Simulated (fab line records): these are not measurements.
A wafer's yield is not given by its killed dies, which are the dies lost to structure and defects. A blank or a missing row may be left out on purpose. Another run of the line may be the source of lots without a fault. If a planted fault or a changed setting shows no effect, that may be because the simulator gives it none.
fab line records	flow sfqLine
record lots=5	wafers=23
route steps=325 shown I1@84 M2@93 I2@103 M3@129 I3@141 M4@152
startH: start of the lot's first displayed wafer, in hours after the record's first day	waitH: hours elapsed since this lot's preceding step	" repeats the value in the row above	L1.1+2: one row covering several wafers at once	- either no value or no given start	* or withheld: withheld	< > ~ a bound
route shown NAME@n: NAME is a module with steps in the file, n the number in the route of the first one	usual: mean/standard deviation of fault-free wafers	same: alike in all rows	chamber/n: place in a boat	sites: each site's reading	_std_site: how widely they spread, as a standard deviation	_edge_site: outer sites' mean less inner sites'	radiusMm: how far each site lies from the wafer's centre	mask NAME#n: copy n	behind: the tool/chamber that last shaped the wafer	hold: why the lot went on hold/how many hours it stayed there/how the hold came to an end	device: the n, p or np transistor that did not switch	end of line: the tests these same wafers got at the end of their route	a step given without rows: its recipe and nothing more	killed: the dies lost at the first sort to structure and to defects; this is not the yield of the wafer	map: a wafer's dies, x killed, . not, _ none there
set.NAME: the setting the step ran with; set.NAME@STEP: the setting that earlier step ran with	model.NAME: the simulator's own value behind a step, which no gauge read
lots run with intentionally changed settings; tables by step, rows by wafer
## steps
# step SFQ_TRILAYER_I1_VIA_BARC_OPEN_VIA_ETCH_071
# recipe maskMaterial=PR	chemistry=O2	targetDepthNm=125	target=BARC	sourceW=500	biasW=80	pressureMtorr=30	timeS=41.7
# usual oesProductAu=0.685/0.0049
lot.wafer	tool	chamber	startH	waitH	set.timeS	set.resistThkNm@TRILAYER_I1_VIA_LITHO_COAT_054	oesProductAu	model.KrF_of_TRILAYER_I1_VIA_LITHO_COAT_049.thkNm	model.etch.depthNm
L075.1	rieDiel-01	0	416.98	0.0	44.09	62	0.675	568.1	61.86
L075.2	"	3	"	"	41.7	62	0.690	573.5	-
L075.3	"	1	"	"	44.09	62	0.678	569.2	-
L075.5	"	1	"	"	41.7	62	0.692	571.7	61.84
L075.6	"	0	"	"	41.7	62	0.685	570.9	62
L080.1	rieDiel-02	1	470.59	0.0	41.7	60.03	0.676	574.4	59.95
L080.3	"	3	"	"	35.95	62	0.738	580.5	61.91
L080.4	"	2	"	"	41.7	60.03	0.669	571.9	59.91
L080.5	"	1	"	"	35.95	60.03	0.727	582.6	59.93
L080.6	"	0	"	"	35.95	62	0.736	582.3	62
L082.1	rieDiel-04	0	482.59	0.0	38.37	62	0.707	579	61.91
L082.2	"	2	"	"	41.7	62	0.688	575.6	-
L082.4	"	0	"	"	38.37	59.75	0.694	578.9	-
L082.5	"	2	"	"	41.7	59.75	0.679	574.9	-
L082.6	"	0	"	"	41.7	62	0.681	574.5	-
L084.1	rieDiel-04	3	498.26	0.0	41.7	62	0.686	571.5	-
L084.2	"	1	"	"	41.7	62	0.679	573.4	61.87
L084.4	"	2	"	"	41.7	60.66	0.685	573.9	-
L084.5	"	1	"	"	41.7	60.66	0.675	573.6	60.56
L084.6	"	0	"	"	41.7	60.66	0.683	573.7	60.67
L085.2	rieDiel-02	1	510.26	0.0	41.7	62	0.696	573.4	61.85
L085.3	"	3	"	"	41.7	62	0.675	570.7	61.88
L085.4	"	2	"	"	41.7	62	0.681	569.7	61.85
# step SFQ_TRILAYER_I1_VIA_ETCH_VIA_ETCH_052
# recipe target=SiO2	stopOn=Nb	maskMaterial=PR	taperDeg=20	chemistry=CHF3	targetDepthNm=260	sourceW=500	biasW=80	pressureMtorr=30	timeS=withheld
lot.wafer	tool	chamber	startH	waitH	set.timeS@TRILAYER_I1_VIA_BARC_OPEN_VIA_ETCH_071	model.KrF_of_TRILAYER_I1_VIA_LITHO_COAT_049.thkNm
L075.1	rieDiel-01	0	417.02	0.0	*	521.8
L075.2	"	3	"	"	*	528.5
L075.3	"	1	"	"	*	524.6
L075.5	"	1	"	"	*	526.9
L075.6	"	0	"	"	*	525.1
L080.1	rieDiel-02	1	470.63	0.0	*	529.1
L080.3	"	3	"	"	*	535.4
L080.4	"	2	"	"	*	525.5
L080.5	"	1	"	"	*	537.7
L080.6	"	0	"	"	*	538.1
L082.1+4	rieDiel-04	0	482.65	0.0	*	534.7
L082.2	"	2	"	"	*	530.9
L082.5	"	2	"	"	*	530.1
L082.6	"	0	"	"	*	530.2
L084.1	rieDiel-04	3	498.30	0.0	*	526.1
L084.2+5	"	1	"	"	*	529.9
L084.4	"	2	"	"	*	529.6
L084.6	"	0	"	"	*	529.8
L085.2	rieDiel-02	1	510.30	0.0	*	528.3
L085.3	"	3	"	"	*	525.7
L085.4	"	2	"	"	*	523
# step SFQ_TRILAYER_M2_LITHO_COAT_057
# recipe resist=KrF	spinRpm=3000	resistThkNm=600
lot.wafer	tool	chamber	startH	waitH	set.spinRpm	model.KrF_of_TRILAYER_M2_LITHO_COAT_057.thkNm
L075.1	lithoTrack-02	0	418.51	0.2	3093	591
L075.2	"	0	"	"	3000	600.9
L075.3	"	0	"	"	3000	601.7
L075.5	"	0	"	"	3093	593.1
L075.6	"	0	"	"	3093	590.8
L080.1	lithoTrack-02	0	472.29	0.2	3000	599.1
L080.3	"	0	"	"	3000	597.9
L080.4	"	0	"	"	3000	598.8
L080.5	"	0	"	"	3000	597.1
L080.6	"	0	"	"	3000	601.1
L082.1+2	lithoTrack-04	0	484.19	0.2	2817	619.4
L082.4	"	0	"	"	3000	599.6
L082.5	"	0	"	"	2817	619.1
L082.6	"	0	"	"	3000	601.1
L084.1	lithoTrack-01	0	499.79	0.2	3000	600.2
L084.2	"	0	"	"	2820	618.8
L084.4	"	0	"	"	3000	599.9
L084.5+6	"	0	"	"	2820	618.5
L085.2	lithoTrack-04	0	511.84	0.2	3000	601.2
L085.3	"	0	"	"	3000	600.7
L085.4	"	0	"	"	3000	602.6
# step SFQ_TRILAYER_M2_LITHO_EXPOSE_058
# recipe maskId=M2	na=0.6	sourceShape=conventional	sigmaOuter=0.65	targetCdNm=500	doseMj=14.4
lot.wafer	tool	chamber	startH	waitH	mask	set.doseMj
L075.1+2+5	krfScanner-01	0	492.29	-	M2#0	14.4
L075.3+6	"	0	"	"	M2#0	15.35
L080.1+4+6	krfScanner-01	0	540.09	-	M2#0	14.4
L080.3+5	"	0	"	"	M2#0	15.18
L082.1+2+4+5+6	krfScanner-01	0	550.89	-	M2#0	14.4
L084.1+2+4+5+6	krfScanner-01	0	565.26	-	M2#0	14.4
L085.2+3+4	krfScanner-01	0	577.46	-	M2#0	14.4
# step SFQ_TRILAYER_M2_LITHO_PEB_060
# recipe pebTempC=115	pebTimeS=60	resist=KrF
# step SFQ_TRILAYER_M2_LITHO_DEVELOP_059
# recipe timeS=60	resist=KrF
# step SFQ_TRILAYER_M2_BARC_OPEN_METAL_ETCH_077
# recipe maskMaterial=PR	chemistry=O2	targetDepthNm=125	target=BARC	icpW=600	biasW=77.42	pressureMtorr=10	timeS=41.7
lot.wafer	tool	chamber	startH	waitH	set.spinRpm@TRILAYER_M2_LITHO_COAT_057	set.doseMj@TRILAYER_M2_LITHO_EXPOSE_058	model.KrF_of_TRILAYER_M2_LITHO_COAT_057.thkNm	model.M2.cdNm
L075.1	rieMetal-03	1	493.83	0.0	3093	14.4	513.1	501.1
L075.2	"	0	"	"	3000	14.4	522.9	499.6
L075.3	"	0	"	"	3000	15.35	524.1	489.2
L075.5	"	0	"	"	3093	14.4	515.7	497.9
L075.6	"	1	"	"	3093	15.35	512.9	489.8
L080.1	rieMetal-02	0	541.63	0.0	3000	14.4	522.3	500.1
L080.3	"	0	"	"	3000	15.18	520.8	491.1
L080.4	"	1	"	"	3000	14.4	522.1	499.5
L080.5	"	1	"	"	3000	15.18	520.4	490.4
L080.6	"	0	"	"	3000	14.4	524.1	500.3
L082.1	rieMetal-01	1	552.43	0.0	2817	14.4	543.1	500.9
L082.2	"	0	"	"	2817	14.4	542.1	501.9
L082.4	"	1	"	"	3000	14.4	523.6	500.3
L082.5	"	0	"	"	2817	14.4	542.4	502.5
L082.6	"	1	"	"	3000	14.4	524.6	502.6
L084.1	rieMetal-02	0	566.80	0.0	3000	14.4	523.6	500.8
L084.2	"	1	"	"	2820	14.4	542.1	500.6
L084.4	"	0	"	"	3000	14.4	523.6	500.5
L084.5	"	0	"	"	2820	14.4	541.8	500.6
L084.6	"	1	"	"	2820	14.4	542.1	498.9
L085.2	rieMetal-01	0	578.80	0.0	3000	14.4	524.3	501.1
L085.3	"	0	"	"	3000	14.4	523.9	500.5
L085.4	"	1	"	"	3000	14.4	526	500.8
# step SFQ_TRILAYER_M2_ETCH_METAL_ETCH_060
# recipe target=Nb	stopOn=SiO2	maskMaterial=PR	chemistry=Cl2/Ar	targetDepthNm=240	icpW=600	biasW=80	pressureMtorr=10	timeS=120
lot.wafer	tool	chamber	startH	waitH	set.spinRpm@TRILAYER_M2_LITHO_COAT_057	model.KrF_of_TRILAYER_M2_LITHO_COAT_057.thkNm
L075.1	rieMetal-03	1	493.89	0.0	3093	370.6
L075.2	"	0	"	"	3000	379.2
L075.3	"	0	"	"	3000	381.3
L075.5	"	0	"	"	3093	373.5
L075.6	"	1	"	"	3093	372
L080.1	rieMetal-02	0	541.69	0.0	3000	379.9
L080.3	"	0	"	"	3000	377.9
L080.4	"	1	"	"	3000	380.6
L080.5	"	1	"	"	3000	378.4
L080.6	"	0	"	"	3000	382.1
L082.1	rieMetal-01	1	552.49	0.0	2817	402.9
L082.2	"	0	"	"	2817	401.4
L082.4	"	1	"	"	3000	384.5
L082.5	"	0	"	"	2817	402.1
L082.6	"	1	"	"	3000	384.7
L084.1	rieMetal-02	0	566.86	0.0	3000	383.2
L084.2	"	1	"	"	2820	399.6
L084.4	"	0	"	"	3000	382.9
L084.5	"	0	"	"	2820	401.2
L084.6	"	1	"	"	2820	400.5
L085.2	rieMetal-01	0	578.86	0.0	3000	383.3
L085.3	"	0	"	"	3000	382.6
L085.4	"	1	"	"	3000	385.1
# step SFQ_TRILAYER_I2_DEP_PECVD_063
# recipe material=SiO2	tempC=150	timeS=111.11	pressureTorr=2.4	rfW=183.3	precursor=SiH4/N2O	targetThkNm=500
lot.wafer	tool	chamber	startH	waitH	set.timeS	model.SiO2_of_TRILAYER_I2_DEP_PECVD_063.thkNm
L075.1	pecvd-02	0	494.79	0.0	126.6	571.9
L075.2	"	1	"	"	126.6	561.1
L075.3	"	2	"	"	111.11	493.9
L075.5	"	1	"	"	111.11	501.5
L075.6	"	2	"	"	111.11	502.7
L080.1	pecvd-01	1	542.59	0.0	111.11	495.3
L080.3	"	0	"	"	111.11	504.4
L080.4	"	2	"	"	105.2	475.3
L080.5	"	1	"	"	111.11	510.4
L080.6	"	0	"	"	105.2	486.9
L082.1	pecvd-04	0	553.39	0.0	111.11	491.2
L082.2	"	2	"	"	104.5	455.8
L082.4	"	0	"	"	104.5	463.7
L082.5	"	0	"	"	104.5	475.3
L082.6	"	2	"	"	111.11	503.5
L084.1	pecvd-04	2	567.76	0.0	111.11	495.2
L084.2	"	0	"	"	111.11	493.4
L084.4	"	0	"	"	104.9	472.7
L084.5	"	1	"	"	104.9	471
L084.6	"	2	"	"	111.11	498.5
L085.2	pecvd-02	0	579.76	0.0	111.11	496.4
L085.3	"	2	"	"	111.11	489.8
L085.4	"	1	"	"	111.11	491
# step SFQ_TRILAYER_I2_CMP_CMP_064
# recipe material=SiO2	downForcePsi=3	platenRpm=60	padVelocityMS=0.94248
# usual timeToEndpointS=216/7.3
lot.wafer	tool	chamber	startH	waitH	set.timeS@TRILAYER_I2_DEP_PECVD_063	timeToEndpointS
L075.3	cmp-01	1	496.97	2.1	111.11	207
L075.2	"	2	"	"	126.6	260
L075.1	"	3	"	"	126.6	266
L075.5	"	1	498.97	4.1	111.11	208
L075.6	"	2	"	"	111.11	211
L080.1	cmp-01	2	554.39	11.8	111.11	215
L080.3	"	3	"	"	111.11	222
L080.4	"	1	555.89	13.2	105.2	192
L080.5	"	2	"	"	111.11	223
L080.6	"	3	"	"	105.2	215
L082.4	cmp-01	2	566.39	12.9	104.5	192
L082.2	"	3	"	"	104.5	190
L082.1	"	1	567.89	14.5	111.11	205
L082.5	"	2	"	"	104.5	198
L082.6	"	3	"	"	111.11	227
L084.2	cmp-01	3	582.39	14.6	111.11	217
L084.4	"	0	"	"	104.9	201
L084.1	"	1	"	"	111.11	205
L084.6	"	3	584.39	16.6	111.11	226
L084.5	"	0	"	"	104.9	199
L085.4	cmp-01	3	595.02	15.2	111.11	211
L085.2	"	0	"	"	111.11	214
L085.3	"	1	"	"	111.11	197
# step SFQ_TRILAYER_I2_VIA_LITHO_COAT_067
# recipe resist=KrF	spinRpm=3000	resistThkNm=650
lot.wafer	tool	chamber	startH	waitH	set.resistThkNm	model.KrF_of_TRILAYER_I2_VIA_LITHO_COAT_067.thkNm
L075.1	lithoTrack-02	0	501.59	0.2	650	650
L075.2	"	0	"	"	627.1	625.7
L075.3	"	0	"	"	650	649.1
L075.5	"	0	"	"	627.1	626.3
L075.6	"	0	"	"	650	648.9
L080.1	lithoTrack-04	0	559.01	0.2	650	651.8
L080.3	"	0	"	"	650	651.2
L080.4	"	0	"	"	650	651.5
L080.5	"	0	"	"	680.9	679.8
L080.6	"	0	"	"	680.9	681.6
L082.1	lithoTrack-04	0	571.01	0.2	631.2	633.7
L082.2	"	0	"	"	650	653.8
L082.4	"	0	"	"	650	651.7
L082.5	"	0	"	"	631.2	635
L082.6	"	0	"	"	631.2	634.7
L084.1	lithoTrack-04	0	587.01	0.2	650	649
L084.2+6	"	0	"	"	650	650.3
L084.4+5	"	0	"	"	650	649.1
L085.2	lithoTrack-02	0	599.19	0.2	650	652.6
L085.3	"	0	"	"	650	651.3
L085.4	"	0	"	"	650	652.5
# step SFQ_TRILAYER_I2_VIA_BARC_OPEN_VIA_ETCH_096
# recipe maskMaterial=PR	chemistry=O2	targetDepthNm=125	target=BARC	sourceW=500	biasW=80	pressureMtorr=30	timeS=41.7
lot.wafer	tool	chamber	startH	waitH	set.pressureMtorr	set.resistThkNm@TRILAYER_I2_VIA_LITHO_COAT_067	model.KrF_of_TRILAYER_I2_VIA_LITHO_COAT_067.thkNm
L075.1	rieDiel-02	1	570.40	0.0	34.27	650	571.4
L075.2	"	3	"	"	34.27	627.1	546.7
L075.3	"	2	"	"	34.27	650	568.6
L075.5	"	2	"	"	34.27	627.1	546.1
L075.6	"	3	"	"	34.27	650	569.7
L080.1	rieDiel-02	0	622.10	0.0	32.16	650	576
L080.3	"	1	"	"	32.16	650	573.9
L080.4	"	0	"	"	32.16	650	575.7
L080.5	"	1	"	"	32.16	680.9	602.7
L080.6	"	2	"	"	32.16	680.9	603.4
L082.1	rieDiel-03	1	636.50	0.0	30	631.2	555.9
L082.2	"	0	"	"	30	650	576.1
L082.4	"	2	"	"	30	650	574.4
L082.5	"	3	"	"	30	631.2	556.4
L082.6	"	0	"	"	30	631.2	557.3
L084.1	rieDiel-03	0	648.50	0.0	27.86	650	572.6
L084.2	"	1	"	"	27.86	650	573.4
L084.4	"	3	"	"	27.86	650	572
L084.5	"	2	"	"	27.86	650	572.7
L084.6	"	3	"	"	27.86	650	573.1
L085.2+3	rieDiel-01	0,2	659.21	0.0	30	650	574.6
L085.4	"	1	"	"	30	650	575.1
# step SFQ_TRILAYER_M3_BARC_OPEN_METAL_ETCH_100
# recipe maskMaterial=PR	chemistry=O2	targetDepthNm=125	target=BARC	icpW=600	biasW=80	pressureMtorr=10	timeS=41.7
lot.wafer	tool	chamber	startH	waitH	set.icpW	model.KrF_of_TRILAYER_M3_LITHO_COAT_075.thkNm
L075.1	rieMetal-01	0	638.99	0.0	600	524.1
L075.2	"	1	"	"	600	522
L075.3	"	0	"	"	600	522.5
L075.5	"	1	"	"	600	522.4
L075.6	"	0	"	"	600	524.4
L080.1	rieMetal-04	1	687.38	0.0	600	521
L080.3	"	1	"	"	539	526.6
L080.4	"	0	"	"	539	526.7
L080.5	"	0	"	"	539	527.4
L080.6	"	1	"	"	600	522.2
L082.1	rieMetal-04	0	699.38	0.0	600	521.4
L082.2	"	1	"	"	530.8	526.4
L082.4	"	0	"	"	530.8	525.6
L082.5	"	0	"	"	600	521.7
L082.6	"	1	"	"	530.8	526.3
L084.1	rieMetal-01	0	704.18	0.0	600	524.2
L084.2	"	1	"	"	641.7	521.3
L084.4	"	0	"	"	600	524.9
L084.5	"	0	"	"	600	524.4
L084.6	"	1	"	"	641.7	523.1
L085.2	rieMetal-01	0	711.38	0.0	600	523
L085.3	"	1	"	"	600	525.3
L085.4	"	0	"	"	600	523.7
# step SFQ_TRILAYER_I3_VIA_LITHO_PEB_088
# recipe pebTempC=115	pebTimeS=60	resist=KrF
lot.wafer	tool	chamber	startH	waitH	set.pebTimeS
L075.1+2+3	lithoTrack-01	0	776.51	1.0	64.66
L075.5+6	"	0	"	"	60
L080.1+5+6	lithoTrack-02	0	832.81	1.0	64.41
L080.3+4	"	0	"	"	60
L082.1+4+5	lithoTrack-02	0	846.01	1.0	51.23
L082.2+6	"	0	"	"	60
L084.1+2+5	lithoTrack-02	0	852.01	1.0	62.9
L084.4+6	"	0	"	"	60
L085.2+3+4	lithoTrack-02	0	858.04	0.8	60
# step SFQ_TRILAYER_I3_VIA_BARC_OPEN_VIA_ETCH_121
# recipe maskMaterial=PR	chemistry=O2	targetDepthNm=125	target=BARC	sourceW=500	biasW=80	pressureMtorr=30	timeS=41.7
lot.wafer	tool	chamber	startH	waitH	set.biasW	set.pebTimeS@TRILAYER_I3_VIA_LITHO_PEB_088	model.I3.cdNm
L075.1	rieDiel-03	3	776.85	0.0	80	64.66	508.9
L075.2	"	2	"	"	87.73	64.66	508.4
L075.3	"	1	"	"	87.73	64.66	508
L075.5	"	3	"	"	80	60	497.9
L075.6	"	1	"	"	80	60	497.6
L080.1	rieDiel-02	3	833.15	0.0	80	64.41	512
L080.3	"	2	"	"	80	60	500.1
L080.4	"	0	"	"	80	60	500.3
L080.5	"	1	"	"	80	64.41	509.7
L080.6	"	0	"	"	80	64.41	510.8
L082.1	rieDiel-02	2	846.35	0.0	87.46	51.23	475.9
L082.2	"	0	"	"	80	60	499.4
L082.4	"	3	"	"	80	51.23	477.9
L082.5	"	0	"	"	80	51.23	476.4
L082.6	"	1	"	"	87.46	60	501
L084.1	rieDiel-04	0	852.35	0.0	80	62.9	507.6
L084.2	"	3	"	"	75.8	62.9	507.1
L084.4	"	1	"	"	75.8	60	499.2
L084.5	"	3	"	"	80	62.9	504.9
L084.6	"	0	"	"	80	60	500.3
L085.2	rieDiel-04	0	858.35	0.0	80	60	500.5
L085.3	"	3	"	"	80	60	499.2
L085.4	"	1	"	"	80	60	499.3
# step SFQ_TRILAYER_M4_LITHO_COAT_098
# recipe resist=BARC	spinRpm=3000	resistThkNm=62
lot.wafer	tool	chamber	startH	waitH	set.resistThkNm	model.BARC_of_TRILAYER_M4_LITHO_COAT_098.thkNm
L075.1	lithoTrack-04	0	778.69	0.1	62	62.01
L075.2	"	0	"	"	62	62.03
L075.3	"	0	"	"	62	62.08
L075.5	"	0	"	"	62	62.21
L075.6	"	0	"	"	62	62.13
L080.1	lithoTrack-01	0	834.37	0.1	62	62.24
L080.3	"	0	"	"	62	62.4
L080.4	"	0	"	"	59.94	60.24
L080.5	"	0	"	"	62	62.18
L080.6	"	0	"	"	59.94	60.27
L082.1	lithoTrack-02	0	847.57	0.1	65.08	65.48
L082.2	"	0	"	"	65.08	65.22
L082.4	"	0	"	"	62	62.12
L082.5	"	0	"	"	62	62.3
L082.6	"	0	"	"	65.08	65.23
L084.1	lithoTrack-01	0	853.57	0.1	62	62.18
L084.2	"	0	"	"	62	61.91
L084.4	"	0	"	"	62	62.14
L084.5	"	0	"	"	62	62.12
L084.6	"	0	"	"	62	62.16
L085.2	lithoTrack-01	0	859.62	0.1	62	62.04
L085.3	"	0	"	"	62	62.07
L085.4	"	0	"	"	62	62.28
# step SFQ_TRILAYER_M4_LITHO_PEB_096
# recipe pebTempC=115	pebTimeS=60	resist=KrF
lot.wafer	tool	chamber	startH	waitH	set.pebTimeS
L075.1+2	lithoTrack-02	0	901.01	1.0	55.76
L075.3+5+6	"	0	"	"	60
L080.1+4+6	lithoTrack-04	0	954.56	1.0	60
L080.3+5	"	0	"	"	64.29
L082.1+5	lithoTrack-04	0	964.16	1.0	60
L082.2+4+6	"	0	"	"	56.14
L084.1+6	lithoTrack-02	0	971.74	1.0	60
L084.2+4+5	"	0	"	"	65.51
L085.2+3+4	lithoTrack-04	0	982.59	0.8	60
# step SFQ_TRILAYER_M4_LITHO_DEVELOP_095
# recipe timeS=60	resist=KrF
# step SFQ_TRILAYER_M4_BARC_OPEN_METAL_ETCH_123
# recipe maskMaterial=PR	chemistry=O2	targetDepthNm=125	target=BARC	icpW=600	biasW=80	pressureMtorr=10.38	timeS=41.7
lot.wafer	tool	chamber	startH	waitH	set.pebTimeS@TRILAYER_M4_LITHO_PEB_096	model.M4.cdNm
L075.1	rieMetal-03	0	901.35	0.0	55.76	508.7
L075.2	"	1	"	"	55.76	510.5
L075.3	"	1	"	"	60	499.8
L075.5	"	0	"	"	60	498.6
L075.6	"	1	"	"	60	501.9
L080.1	rieMetal-01	0	954.90	0.0	60	500.8
L080.3	"	1	"	"	64.29	490.8
L080.4	"	0	"	"	60	499.7
L080.5	"	1	"	"	64.29	490.7
L080.6	"	0	"	"	60	501.5
L082.1	rieMetal-03	1	964.50	0.0	60	497.3
L082.2	"	0	"	"	56.14	507.2
L082.4	"	1	"	"	56.14	506.4
L082.5	"	0	"	"	60	497.6
L082.6	"	1	"	"	56.14	507.1
L084.1	rieMetal-03	0	972.08	0.0	60	499.4
L084.2+4	"	1	"	"	65.51	486.5
L084.5	"	1	"	"	65.51	486.2
L084.6	"	0	"	"	60	497.9
L085.2	rieMetal-01	1	982.92	0.0	60	497.9
L085.3	"	1	"	"	60	499
L085.4	"	1	"	"	60	498.3
# step SFQ_TRILAYER_M4_ETCH_METAL_ETCH_096
# recipe target=Nb	stopOn=SiO2	maskMaterial=PR	chemistry=Cl2/Ar	targetDepthNm=240	icpW=600	biasW=80	pressureMtorr=10	timeS=120
lot.wafer	tool	chamber	startH	waitH	set.pebTimeS@TRILAYER_M4_LITHO_PEB_096	model.M4.cdNm
L075.1	rieMetal-03	0	901.41	0.0	55.76	509
L075.2	"	1	"	"	55.76	510.3
L075.3+5	"	1,0	"	"	60	498.9
L075.6	"	1	"	"	60	501.9
L080.1	rieMetal-01	0	954.96	0.0	60	498.9
L080.3	"	1	"	"	64.29	491.8
L080.4	"	0	"	"	60	497.4
L080.5	"	1	"	"	64.29	491.4
L080.6	"	0	"	"	60	499.2
L082.1	rieMetal-03	1	964.56	0.0	60	497.6
L082.2	"	0	"	"	56.14	507.5
L082.4+6	"	1	"	"	56.14	507.4
L082.5	"	0	"	"	60	498.7
L084.1	rieMetal-03	0	972.14	0.0	60	499.8
L084.2	"	1	"	"	65.51	487.3
L084.4	"	1	"	"	65.51	487.6
L084.5	"	1	"	"	65.51	486.7
L084.6	"	0	"	"	60	497.7
L085.2	rieMetal-01	1	983.06	0.1	60	499.2
L085.3	"	1	"	"	60	499.8
L085.4	"	1	"	"	60	499.6
## key
split step=SFQ_TRILAYER_I1_VIA_BARC_OPEN_VIA_ETCH_071	setting=timeS	stated=41.7	by=wafer
response step=SFQ_TRILAYER_I1_VIA_BARC_OPEN_VIA_ETCH_071	reading=oesProductAu	change=-0.00369	per=1%	r=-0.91
response step=SFQ_TRILAYER_I1_VIA_BARC_OPEN_VIA_ETCH_071	reading=model.KrF_of_TRILAYER_I1_VIA_LITHO_COAT_049.thkNm	change=-0.595	per=1%	r=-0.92
response step=SFQ_TRILAYER_I1_VIA_ETCH_VIA_ETCH_052	reading=model.KrF_of_TRILAYER_I1_VIA_LITHO_COAT_049.thkNm	change=-0.661	per=1%	r=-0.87
split step=SFQ_TRILAYER_M2_LITHO_COAT_057	setting=spinRpm	stated=3000	by=wafer
response step=SFQ_TRILAYER_M2_LITHO_COAT_057	reading=model.KrF_of_TRILAYER_M2_LITHO_COAT_057.thkNm	change=-3.1	per=1%	r=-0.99
response step=SFQ_TRILAYER_M2_BARC_OPEN_METAL_ETCH_077	reading=model.KrF_of_TRILAYER_M2_LITHO_COAT_057.thkNm	change=-3.05	per=1%	r=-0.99
response step=SFQ_TRILAYER_M2_ETCH_METAL_ETCH_060	reading=model.KrF_of_TRILAYER_M2_LITHO_COAT_057.thkNm	change=-2.86	per=1%	r=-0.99
split step=SFQ_TRILAYER_M2_LITHO_EXPOSE_058	setting=doseMj	stated=14.4	by=wafer
response step=SFQ_TRILAYER_M2_BARC_OPEN_METAL_ETCH_077	reading=model.M2.cdNm	change=-1.59	per=1%	r=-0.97
split step=SFQ_TRILAYER_I2_DEP_PECVD_063	setting=timeS	stated=111.11	by=wafer
response step=SFQ_TRILAYER_I2_DEP_PECVD_063	reading=model.SiO2_of_TRILAYER_I2_DEP_PECVD_063.thkNm	change=+4.77	per=1%	r=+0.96
response step=SFQ_TRILAYER_I2_CMP_CMP_064	reading=timeToEndpointS	change=*	per=1%	r=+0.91
split step=SFQ_TRILAYER_I2_VIA_LITHO_COAT_067	setting=resistThkNm	stated=650	by=wafer
response step=SFQ_TRILAYER_I2_VIA_LITHO_COAT_067	reading=model.KrF_of_TRILAYER_I2_VIA_LITHO_COAT_067.thkNm	change=+6.31	per=1%	r=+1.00
response step=SFQ_TRILAYER_I2_VIA_BARC_OPEN_VIA_ETCH_096	reading=model.KrF_of_TRILAYER_I2_VIA_LITHO_COAT_067.thkNm	change=+6.21	per=1%	r=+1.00
split step=SFQ_TRILAYER_I2_VIA_BARC_OPEN_VIA_ETCH_096	setting=pressureMtorr	stated=30	by=lot
response none clear
split step=SFQ_TRILAYER_M3_BARC_OPEN_METAL_ETCH_100	setting=icpW	stated=600	by=wafer
response step=SFQ_TRILAYER_M3_BARC_OPEN_METAL_ETCH_100	reading=model.KrF_of_TRILAYER_M3_LITHO_COAT_075.thkNm	change=-0.431	per=1%	r=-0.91
split step=SFQ_TRILAYER_I3_VIA_LITHO_PEB_088	setting=pebTimeS	stated=60	by=wafer
response step=SFQ_TRILAYER_I3_VIA_BARC_OPEN_VIA_ETCH_121	reading=model.I3.cdNm	change=+1.53	per=1%	r=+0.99
split step=SFQ_TRILAYER_I3_VIA_BARC_OPEN_VIA_ETCH_121	setting=biasW	stated=80	by=wafer
response none clear
split step=SFQ_TRILAYER_M4_LITHO_COAT_098	setting=resistThkNm	stated=62	by=wafer
response step=SFQ_TRILAYER_M4_LITHO_COAT_098	reading=model.BARC_of_TRILAYER_M4_LITHO_COAT_098.thkNm	change=+0.619	per=1%	r=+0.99
split step=SFQ_TRILAYER_M4_LITHO_PEB_096	setting=pebTimeS	stated=60	by=wafer
response step=SFQ_TRILAYER_M4_BARC_OPEN_METAL_ETCH_123	reading=model.M4.cdNm	change=-1.37	per=1%	r=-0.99
response step=SFQ_TRILAYER_M4_ETCH_METAL_ETCH_096	reading=model.M4.cdNm	change=-1.25	per=1%	r=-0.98
split outsideThisFile step=SFQ_TRILAYER_I1_VIA_LITHO_COAT_054 setting=resistThkNm
# split outsideThisFile: this setting was split too, and the file shows its column; the key of that split is in another file
